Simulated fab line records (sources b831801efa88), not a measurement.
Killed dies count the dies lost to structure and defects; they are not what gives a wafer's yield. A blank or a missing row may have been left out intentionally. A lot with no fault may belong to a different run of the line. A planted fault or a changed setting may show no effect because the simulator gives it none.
fab line records ; flow sky130
[record] lots = 10; wafers = 30; last_day = 50
route steps=708 shown METAL3@563 VIA3@576 METAL4@601 METAL5@665
lots with no fault: from the same line, run without faults
start_h: start of the lot's first displayed wafer, in hours after the record's first day ; wait_h: time in hours since the lot's previous step ; " as in the row above ; L1.1+2: a row that stands for several wafers ; - no value, or no start was given ; * or withheld: withheld ; < > ~ a bound
route shown NAME@n: a module of which the file shows steps, and the number in the route of the first ; usual: the fault-free wafers' mean and standard deviation ; same: alike in all rows ; chamber/n: place in a boat ; sites: per-site readings ; _std_site: standard deviation of those values ; _edge_site: outer sites' mean less inner sites' ; radius_mm: for every site, how far away it sits from the centre of the wafer ; mask NAME#n: copy n ; behind: tool/chamber where the wafer was last shaped ; hold: the reason the lot was held/the length of the hold in hours/how it ended ; device: which transistor (n, p or np) failed to switch ; end of line: tests of these same wafers at the route's end ; a step without rows: its recipe alone ; killed: at the first sort, the dies lost to defects and structure; wafer yield is something else ; map: a wafer's dies, x killed, . not, _ none there
set.NAME: setting as actually run; set.NAME@STEP: the setting as run at that earlier step ; model.NAME: the simulator's own value behind a step, which no gauge read
route steps across a sampled set of lots; one table per step, one row per wafer
services: when a tool's chamber went out of use (start_h, in hours from the record's first day, below 0 if earlier), for how many hours, and the reason
[[steps]]
[step SKY_METAL3_CD_MEAS_13]
[recipe] target_cd_nm = 300
[usual] cd_nm = 300.2/1.3
lot.wafer;tool;chamber;start_h;wait_h;cd_nm
L139.1;cd_sem-01;-;893.93;-;301.4
L139.2;cd_sem-01;-;893.93;-;298.9
L139.6;cd_sem-01;-;893.93;-;299.9
L141.1;cd_sem-01;-;919.12;-;301.2
L141.2;cd_sem-01;-;919.12;-;301.4
L141.5;cd_sem-01;-;919.12;-;300.9
L142.2;cd_sem-02;-;921.29;-;300.2
L142.3;cd_sem-02;-;921.29;-;301.1
L142.6;cd_sem-02;-;921.29;-;301.1
L145.3;cd_sem-01;-;940.31;-;299.4
L145.4;cd_sem-01;-;940.31;-;300.1
L145.6;cd_sem-01;-;940.31;-;299.4
L144.3;cd_sem-02;-;943.96;-;299.3
L144.4;cd_sem-02;-;943.96;-;299.2
L144.6;cd_sem-02;-;943.96;-;299.8
L153.1;cd_sem-02;-;1000.87;-;299.0
L153.3;cd_sem-02;-;1000.87;-;299.1
L153.4;cd_sem-02;-;1000.87;-;299.8
L154.1;cd_sem-02;-;1008.87;-;299.2
L154.2;cd_sem-02;-;1008.87;-;298.6
L154.6;cd_sem-02;-;1008.87;-;300.1
L152.2;cd_sem-01;-;1014.49;-;300.0
L152.4;cd_sem-01;-;1014.49;-;301.5
L152.5;cd_sem-01;-;1014.49;-;301.0
L157.4;cd_sem-01;-;1021.98;-;301.1
L157.5;cd_sem-01;-;1021.98;-;301.0
L157.6;cd_sem-01;-;1021.98;-;301.0
L160.4;cd_sem-01;-;1041.53;-;300.6
L160.5;cd_sem-01;-;1041.53;-;300.5
L160.6;cd_sem-01;-;1041.53;-;300.5
[step SKY_VIA3_BOW_MEAS_03]
[recipe] mode = bow
[usual] VIA3_BOW = 80/6.9
lot.wafer;tool;chamber;start_h;wait_h;VIA3_BOW[um]
L139.1;film_metro-04;-;895.84;0.1;86
L139.2;film_metro-04;-;895.84;0.1;77
L139.6;film_metro-04;-;895.84;0.1;90
L141.1;film_metro-02;-;920.87;0.2;84
L141.2;film_metro-02;-;920.87;0.2;84
L141.5;film_metro-02;-;920.87;0.2;80
L142.2;film_metro-02;-;923.07;0.3;86
L142.3;film_metro-02;-;923.07;0.3;94
L142.6;film_metro-02;-;923.07;0.3;89
L145.3;film_metro-04;-;941.96;0.2;87
L145.4;film_metro-04;-;941.96;0.2;79
L145.6;film_metro-04;-;941.96;0.2;83
L144.3;film_metro-04;-;945.56;0.2;80
L144.4;film_metro-04;-;945.56;0.2;84
L144.6;film_metro-04;-;945.56;0.2;83
L153.1;film_metro-02;-;1002.54;0.2;75
L153.3;film_metro-02;-;1002.54;0.2;90
L153.4;film_metro-02;-;1002.54;0.2;87
L154.1;film_metro-03;-;1010.48;0.1;74
L154.2;film_metro-03;-;1010.48;0.1;86
L154.6;film_metro-03;-;1010.48;0.1;80
L152.2;film_metro-03;-;1016.14;0.1;74
L152.4;film_metro-03;-;1016.14;0.1;82
L152.5;film_metro-03;-;1016.14;0.1;77
L157.4;film_metro-03;-;1023.71;0.2;68
L157.5;film_metro-03;-;1023.71;0.2;79
L157.6;film_metro-03;-;1023.71;0.2;84
L160.4;film_metro-03;-;1043.27;0.3;85
L160.5;film_metro-03;-;1043.27;0.3;89
L160.6;film_metro-03;-;1043.27;0.3;78
[step SKY_METAL4_SPUTTER_03]
[recipe] material = Ti; target_thk_nm = 5; power_w = 3000; time_s = 3.3; chamber_pressure_pa = 0.4
[usual] cathode_dc_power_W = 3000.0/0.57; chamber_pressure_pa = 0.4000/0.00078; throttle_valve_pct = 29.8/1
lot.wafer;tool;chamber;start_h;wait_h;cathode_dc_power_W;chamber_pressure_pa;throttle_valve_pct
L139.1;pvd_sputter-02;-;922.21;0.0;2999.2;0.4005;31.2
L139.2;pvd_sputter-02;-;922.21;0.0;3000.0;0.3999;30.5
L139.6;pvd_sputter-02;-;922.21;0.0;3000.2;0.4011;28.7
L141.1;pvd_sputter-04;-;947.50;0.0;2999.8;0.3996;29.6
L141.2;pvd_sputter-04;-;947.50;0.0;2999.9;0.4005;28.9
L141.5;pvd_sputter-04;-;947.50;0.0;2999.6;0.4021;31.8
L142.2;pvd_sputter-02;-;949.03;0.0;2999.7;0.3999;30.1
L142.3;pvd_sputter-02;-;949.03;0.0;2999.4;0.4004;30.4
L142.6;pvd_sputter-02;-;949.03;0.0;2999.0;0.4002;29.9
L145.3;pvd_sputter-02;-;967.87;0.0;2999.8;0.4003;30.2
L145.4;pvd_sputter-02;-;967.87;0.0;3000.3;0.4012;28.4
L145.6;pvd_sputter-02;-;967.87;0.0;3000.2;0.3998;30.7
L144.3;pvd_sputter-04;-;971.32;0.0;2999.1;0.3997;31.8
L144.4;pvd_sputter-04;-;971.32;0.0;3000.7;0.4002;29.3
L144.6;pvd_sputter-04;-;971.32;0.0;2999.4;0.4001;29.4
L153.1;pvd_sputter-02;-;1026.74;0.0;2999.4;0.4009;31.2
L153.3;pvd_sputter-02;-;1026.74;0.0;2999.9;0.4010;30.2
L153.4;pvd_sputter-02;-;1026.74;0.0;2999.6;0.3993;28.0
L154.1;pvd_sputter-03;-;1035.43;0.0;3000.6;0.4006;28.9
L154.2;pvd_sputter-03;-;1035.43;0.0;2999.9;0.3998;30.4
L154.6;pvd_sputter-03;-;1035.43;0.0;2999.9;0.3992;30.5
L152.2;pvd_sputter-04;-;1040.64;0.0;3000.2;0.4003;29.5
L152.4;pvd_sputter-04;-;1040.64;0.0;2999.4;0.4000;29.3
L152.5;pvd_sputter-04;-;1040.64;0.0;3000.5;0.4008;29.1
L157.4;pvd_sputter-03;-;1047.32;0.0;3000.1;0.4000;29.0
L157.5;pvd_sputter-03;-;1047.32;0.0;2999.6;0.4001;29.4
L157.6;pvd_sputter-03;-;1047.32;0.0;2999.5;0.3991;30.6
L160.4;pvd_sputter-02;-;1065.93;0.0;3000.2;0.4005;30.3
L160.5;pvd_sputter-02;-;1065.93;0.0;3000.6;0.3976;30.2
L160.6;pvd_sputter-02;-;1065.93;0.0;3000.0;0.3994;28.0
[step SKY_METAL5_SPUTTER_04]
[recipe] material = TiN; target_thk_nm = 70; power_w = 6500; time_s = 58.3; chamber_pressure_pa = 0.4
[usual] cathode_dc_power_W = 6499.8/1.2; chamber_pressure_pa = 0.3999/0.0009; throttle_valve_pct = 30.1/0.96
lot.wafer;tool;chamber;start_h;wait_h;cathode_dc_power_W;chamber_pressure_pa;throttle_valve_pct
L139.1;pvd_sputter-01;-;997.67;0.0;6500.7;0.4010;29.7
L139.2;pvd_sputter-01;-;997.67;0.0;6499.7;0.4006;30.8
L139.6;pvd_sputter-01;-;997.67;0.0;6501.3;0.3994;31.5
L141.1;pvd_sputter-01;-;1021.93;0.0;6499.3;0.3988;30.0
L141.2;pvd_sputter-01;-;1021.93;0.0;6499.1;0.3997;31.0
L141.5;pvd_sputter-01;-;1021.93;0.0;6500.0;0.4020;31.6
L142.2;pvd_sputter-02;-;1023.24;0.0;6501.8;0.4012;30.3
L142.3;pvd_sputter-02;-;1023.24;0.0;6498.8;0.4001;30.2
L142.6;pvd_sputter-02;-;1023.24;0.0;6500.6;0.3994;28.3
L145.3;pvd_sputter-02;-;1040.42;0.0;-;-;-
L145.4;pvd_sputter-02;-;1040.42;0.0;-;-;-
L145.6;pvd_sputter-02;-;1040.42;0.0;-;-;-
L144.3;pvd_sputter-02;-;1044.65;0.0;-;-;-
L144.4;pvd_sputter-02;-;1044.65;0.0;-;-;-
L144.6;pvd_sputter-02;-;1044.65;0.0;-;-;-
L153.1;pvd_sputter-02;-;1094.63;0.0;6499.4;0.4018;31.2
L153.3;pvd_sputter-02;-;1094.63;0.0;6499.8;0.4003;30.4
L153.4;pvd_sputter-02;-;1094.63;0.0;6501.5;0.3985;30.2
L154.1;pvd_sputter-02;-;1102.84;0.0;6499.5;0.4009;31.1
L154.2;pvd_sputter-02;-;1102.84;0.0;6499.7;0.4001;30.4
L154.6;pvd_sputter-02;-;1102.84;0.0;6500.5;0.4008;28.1
L152.2;pvd_sputter-02;-;1108.20;0.0;6497.3;0.4004;28.5
L152.4;pvd_sputter-02;-;1108.20;0.0;6499.7;0.3998;30.9
L152.5;pvd_sputter-02;-;1108.20;0.0;6499.9;0.3995;30.2
L157.4;pvd_sputter-02;-;1113.94;0.0;6498.2;0.4007;28.4
L157.5;pvd_sputter-02;-;1113.94;0.0;6499.8;0.4016;30.6
L157.6;pvd_sputter-02;-;1113.94;0.0;6501.2;0.3999;31.1
L160.4;pvd_sputter-03;-;1130.99;0.0;6498.2;0.3980;29.1
L160.5;pvd_sputter-03;-;1130.99;0.0;6499.0;0.3997;28.9
L160.6;pvd_sputter-03;-;1130.99;0.0;6500.2;0.3997;29.0
[step SKY_METAL5_THK_MEAS_06]
[recipe] thk_meas_gauge = xrf; reads = AlCu_of_METAL5_SPUTTER_02
[usual] METAL5_ALCU_THK = 1167/12
lot.wafer;tool;chamber;start_h;wait_h;METAL5_ALCU_THK[nm]
L139.1;film_metro-02;-;997.84;0.1;1180
L139.2;film_metro-02;-;997.84;0.1;1167
L139.6;film_metro-02;-;997.84;0.1;1182
L141.1;film_metro-02;-;1022.10;0.1;1177
L141.2;film_metro-02;-;1022.10;0.1;1176
L141.5;film_metro-02;-;1022.10;0.1;1177
L142.2;film_metro-02;-;1023.42;0.1;1166
L142.3;film_metro-02;-;1023.42;0.1;1161
L142.6;film_metro-02;-;1023.42;0.1;1166
L145.3;film_metro-04;-;1040.61;0.1;1367
L145.4;film_metro-04;-;1040.61;0.1;1369
L145.6;film_metro-04;-;1040.61;0.1;1369
L144.3;film_metro-02;-;1044.84;0.1;1357
L144.4;film_metro-02;-;1044.84;0.1;1380
L144.6;film_metro-02;-;1044.84;0.1;1363
L153.1;film_metro-01;-;1094.80;0.1;1163
L153.3;film_metro-01;-;1094.80;0.1;1164
L153.4;film_metro-01;-;1094.80;0.1;1158
L154.1;film_metro-01;-;1103.01;0.1;1159
L154.2;film_metro-01;-;1103.01;0.1;1167
L154.6;film_metro-01;-;1103.01;0.1;1154
L152.2;film_metro-01;-;1108.38;0.1;1158
L152.4;film_metro-01;-;1108.38;0.1;1162
L152.5;film_metro-01;-;1108.38;0.1;1172
L157.4;film_metro-04;-;1114.14;0.1;1138
L157.5;film_metro-04;-;1114.14;0.1;1149
L157.6;film_metro-04;-;1114.14;0.1;1146
L160.4;film_metro-01;-;1131.19;0.1;1150
L160.5;film_metro-01;-;1131.19;0.1;1173
L160.6;film_metro-01;-;1131.19;0.1;1164
[step SKY_METAL5_METAL_ETCH_15]
[recipe] target_depth_a = 12600; stop_on = SiO2; over_etch_frac = 0.2; time_s = 252; chemistry = Cl2/BCl3; resist_sidewall_deg = 86; pressure_mtorr = 10; icp_w = 900; bias_w = 48.5; Cl2_flow_sccm = 60; bcl3_flow_sccm = 30
[usual] bias_w = 48.49/0.12; drypump_motor_current_A = 5.7/0.54; oes_product_au = 0.894/0.005; throttle_valve_pct = 22.265/0.0098
lot.wafer;tool;chamber;start_h;wait_h;bias_w;drypump_motor_current_A;oes_product_au;rf_hours_counter_h;throttle_valve_pct
L139.1;rie_metal-01;1;1020.24;0.1;48.53;6.0;0.892;17;22.269
L139.2;rie_metal-01;1;1020.24;0.1;48.51;5.9;0.896;-;22.264
L139.6;rie_metal-01;1;1020.24;0.1;48.52;6.0;0.894;-;22.277
L141.1;rie_metal-04;0;1044.51;0.0;48.51;5.1;0.894;16;22.263
L141.2;rie_metal-04;1;1044.51;0.0;48.55;5.2;0.899;14;22.258
L141.5;rie_metal-04;1;1044.51;0.0;48.67;5.2;0.884;-;22.284
L142.2;rie_metal-03;0;1045.36;0.0;48.38;5.6;0.890;12;22.267
L142.3;rie_metal-03;0;1045.36;0.0;48.52;5.7;0.889;-;22.261
L142.6;rie_metal-03;1;1045.36;0.0;48.55;6.6;0.894;-;22.270
L145.3;rie_metal-01;0;1062.28;0.1;48.57;6.1;0.880;-;22.260
L145.4;rie_metal-01;1;1062.28;0.1;48.69;5.9;0.877;-;22.261
L145.6;rie_metal-01;0;1062.28;0.1;48.56;6.1;0.871;-;22.267
L144.3;rie_metal-01;1;1066.18;0.1;48.55;6.0;0.873;-;22.256
L144.4;rie_metal-01;0;1066.18;0.1;48.46;6.0;0.871;-;22.244
L144.6;rie_metal-01;0;1066.18;0.1;48.33;6.0;0.870;-;22.262
L153.1;rie_metal-01;1;1114.66;0.0;48.59;5.9;0.895;25;22.271
L153.3;rie_metal-01;0;1114.66;0.0;48.35;6.0;0.887;-;22.275
L153.4;rie_metal-01;1;1114.66;0.0;48.64;6.0;0.900;-;22.272
L154.1;rie_metal-01;0;1122.41;0.0;48.51;6.1;0.898;5;22.256
L154.2;rie_metal-01;1;1122.41;0.0;48.54;6.0;0.892;26;22.254
L154.6;rie_metal-01;0;1122.41;0.0;48.39;6.0;0.899;-;22.256
L152.2;rie_metal-03;0;1127.41;0.0;48.22;5.7;0.893;18;22.283
L152.4;rie_metal-03;0;1127.41;0.0;48.44;5.7;0.893;-;22.251
L152.5;rie_metal-03;0;1127.41;0.0;48.52;5.6;0.889;-;22.250
L157.4;rie_metal-04;0;1132.99;0.1;48.22;5.1;0.885;-;22.270
L157.5;rie_metal-04;1;1132.99;0.1;48.52;5.3;0.902;-;22.270
L157.6;rie_metal-04;0;1132.99;0.1;48.25;5.1;0.882;-;22.268
L160.4;rie_metal-03;1;1150.09;0.1;48.33;6.6;0.882;-;22.255
L160.5;rie_metal-03;1;1150.09;0.1;48.28;6.7;0.895;-;22.263
L160.6;rie_metal-03;0;1150.09;0.1;48.57;5.7;0.882;-;22.255
[[services]]
tool;chamber;start_h;hours;kind
pvd_sputter-01;-;910.95;37.5;repair
rie_metal-01;-;911.02;0.7;repair
pvd_sputter-04;-;925.88;7.3;repair
rie_metal-01;1;935.69;20.8;repair
pvd_sputter-02;-;945.25;1.4;repair
pvd_sputter-01;-;951.27;4.6;repair
pvd_sputter-02;3;951.99;-;consumable_replace:kit
pvd_sputter-02;3;951.99;18.0;scheduled_down
pvd_sputter-02;3;951.99;18.0;vent_cycle
pvd_sputter-02;-;954.11;7.1;repair
rie_metal-01;1;998.79;8.6;repair
rie_metal-01;0;1005.77;28.4;repair
pvd_sputter-04;-;1010.93;0.6;repair
pvd_sputter-01;-;1011.51;0.9;repair
pvd_sputter-01;-;1013.53;1.3;repair
rie_metal-03;0;1021.99;3.2;repair
pvd_sputter-02;2;1056.04;-;consumable_replace:kit
pvd_sputter-02;2;1056.04;18.0;scheduled_down
pvd_sputter-02;2;1056.04;18.0;vent_cycle
pvd_sputter-03;-;1058.21;7.2;repair
pvd_sputter-03;-;1076.68;0.8;repair
pvd_sputter-04;-;1146.58;8.8;repair
pvd_sputter-01;-;1148.77;3.7;repair
pvd_sputter-02;1;1149.56;-;consumable_replace:kit
[[key]]
[first_sign] step = SKY_METAL5_SPUTTER_04; reading = tool_record; direction = missing
[effect] step = SKY_METAL5_THK_MEAS_06; reading = METAL5_ALCU_THK; direction = up; sigmas = 17; usual = 1167; struck = 1367
[effect] step = SKY_METAL5_METAL_ETCH_15; reading = oes_product_au; direction = down; sigmas = 4; usual = 0.894; struck = 0.874
met_at SKY_METAL5_SPUTTER_04
struck_lots L144,L145
not_acting_at SKY_METAL3_CD_MEAS_13,SKY_VIA3_BOW_MEAS_03,SKY_METAL4_SPUTTER_03
onset_between 1023.24 1040.42
[fault] kind = skipped_step_whole; tool = pvd_sputter-02; chamber = -; onset_h = 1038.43; steps = SKY_METAL5_SPUTTER_04; scope = struck_lots_only
